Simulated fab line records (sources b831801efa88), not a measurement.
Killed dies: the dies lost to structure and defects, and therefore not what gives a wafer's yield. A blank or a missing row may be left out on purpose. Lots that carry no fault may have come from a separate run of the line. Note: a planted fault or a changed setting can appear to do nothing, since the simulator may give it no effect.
Shared-tool check -- flow sky130 -- Sample size 11 lots and 33 wafers

== WHY IT WAS OPENED ==
3 of 11 lots carry a flag on the reading LI_CONTACT_HDPCVD_THK at SKY_LI_CONTACT_THK_MEAS_01. Wafers without a fault read 932 nm, standard deviation 8.5.
Rule: a lot is flagged in two cases, either no wafer of it has a number, or all its wafers with numbers fall more than 4 standard deviations from that mean. The other lots count as sound.

lot,measured,on,"LI_CONTACT_HDPCVD_THK (nm), wafer by wafer",flag
L515,day 27 19:05,filmMetro-01,936 936 936,
L516,day 28 07:13,filmMetro-01,928 939 915,
L519,day 29 08:35,filmMetro-03,929 929 931,
L520,day 29 18:35,filmMetro-03,934 940 936,
L521,day 30 06:59,filmMetro-03,934 944 927,
L522,day 31 07:40,filmMetro-02,923 928 922,
L525,day 31 15:38,filmMetro-03,933 938 936,
L529,day 33 00:49,filmMetro-02,1295 1296 1295,FLAGGED
L530,day 33 07:47,filmMetro-02,1302 1301 1297,FLAGGED
L532,day 34 07:02,filmMetro-01,1302 1300 1298,FLAGGED
L536,day 35 01:40,filmMetro-02,940 915 936,
The mean of the flagged lots' numbers is 1298 nm, +366 nm from the usual (+43 standard deviations).

== EACH LOT AND THE TOOL IT RAN ON ==
Before the reading, the record contains 3 process steps out of a 708-step route. Each cell gives the tool, then ch followed by the chambers the sampled wafers passed through, then the start.
lot,flag,SKY_POLY_CUT_STRIP_12,SKY_SD_N_STRIP_11,SKY_LI_CONTACT_HDPCVD_00
L515,,"plasmaAsher-03 ch 0,1, day 24 02:59","plasmaAsher-02 ch 0,1, day 27 18:13","hdpcvd-01 ch 0,1,2, day 27 18:59"
L516,,"plasmaAsher-01 ch 0,1, day 24 13:38","plasmaAsher-03 ch 0,1, day 28 06:21","hdpcvd-01 ch 0,1,2, day 28 07:05"
L519,,"plasmaAsher-03 ch 0,1, day 25 17:27","plasmaAsher-03 ch 0,1, day 29 07:43","hdpcvd-01 ch 0,1,2, day 29 08:29"
L520,,"plasmaAsher-03 ch 0,1, day 26 02:38","plasmaAsher-02 ch 0,1, day 29 17:43","hdpcvd-02 ch 0,1,2, day 29 18:29"
L521,,"plasmaAsher-01 ch 0,1, day 26 16:53","plasmaAsher-02 ch 0,1, day 30 06:07","hdpcvd-02 ch 1,2, day 30 06:53"
L522,,"plasmaAsher-01 ch 0,1, day 27 18:26","plasmaAsher-02 ch 0,1, day 31 06:47","hdpcvd-01 ch 0,2, day 31 07:34"
L525,,"plasmaAsher-02 ch 0,1, day 28 03:27","plasmaAsher-03 ch 0,1, day 31 14:46","hdpcvd-02 ch 0,2, day 31 15:32"
L529,FLAGGED,"plasmaAsher-01 ch 0,1, day 29 11:47","plasmaAsher-03 ch 0,1, day 32 23:56","hdpcvd-01 ch 0,1,2, day 33 00:44"
L530,FLAGGED,"plasmaAsher-03 ch 0, day 29 19:20","plasmaAsher-02 ch 1, day 33 06:55","hdpcvd-01 ch 0,1, day 33 07:41"
L532,FLAGGED,"plasmaAsher-02 ch 0,1, day 30 18:41","plasmaAsher-03 ch 1, day 34 06:10","hdpcvd-01 ch 0,1,2, day 34 06:55"
L536,,"plasmaAsher-03 ch 0,1, day 31 13:23","plasmaAsher-03 ch 0,1, day 35 00:49","hdpcvd-02 ch 1,2, day 35 01:34"
What is done by these steps:
- SKY_POLY_CUT_STRIP_12: strips in O2/N2.
- SKY_SD_N_STRIP_11: strips in O2/N2.
- SKY_LI_CONTACT_HDPCVD_00: deposits PSG, target thk 930 nm, time 155 s.
- SKY_LI_CONTACT_THK_MEAS_01

== FLAGGED OVER TOTAL, TOOL BY TOOL (the gauges that took the reading come last) ==
step,tool,lots run,flagged,share of the flagged lots,sound lots run after its first flagged lot
SKY_POLY_CUT_STRIP_12,plasmaAsher-01,4,1,some,0
SKY_POLY_CUT_STRIP_12,plasmaAsher-02,2,1,some,0
SKY_POLY_CUT_STRIP_12,plasmaAsher-03,5,1,some,1 (L536)
SKY_SD_N_STRIP_11,plasmaAsher-02,5,1,some,0
SKY_SD_N_STRIP_11,plasmaAsher-03,6,2,some,1 (L536)
SKY_LI_CONTACT_HDPCVD_00,hdpcvd-01,7,3,all,0
SKY_LI_CONTACT_HDPCVD_00,hdpcvd-02,4,0,none,-
SKY_LI_CONTACT_THK_MEAS_01,filmMetro-01,3,1,some,0
SKY_LI_CONTACT_THK_MEAS_01,filmMetro-02,4,2,some,1 (L536)
SKY_LI_CONTACT_THK_MEAS_01,filmMetro-03,4,0,none,-

== WHAT THE TABLE ALLOWS ==
All flagged lots share 1 row of the table, namely hdpcvd-01 at SKY_LI_CONTACT_HDPCVD_00.
- hdpcvd-01 at SKY_LI_CONTACT_HDPCVD_00: 3 of its 7 lots flagged. Last sound lot L522 at day 31 07:34, first flagged lot L529 at day 33 00:44; a fault beginning in between fits.
hdpcvd-01 at SKY_LI_CONTACT_HDPCVD_00 is the single tool remaining.

== WHAT THE SIMULATOR HAD INSERTED ==
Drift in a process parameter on hdpcvd-01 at SKY_LI_CONTACT_HDPCVD_00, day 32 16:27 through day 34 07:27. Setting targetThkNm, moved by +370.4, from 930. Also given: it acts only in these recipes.
Shown lots that were struck: L529, L530, L532. This agrees with what the rule above found.
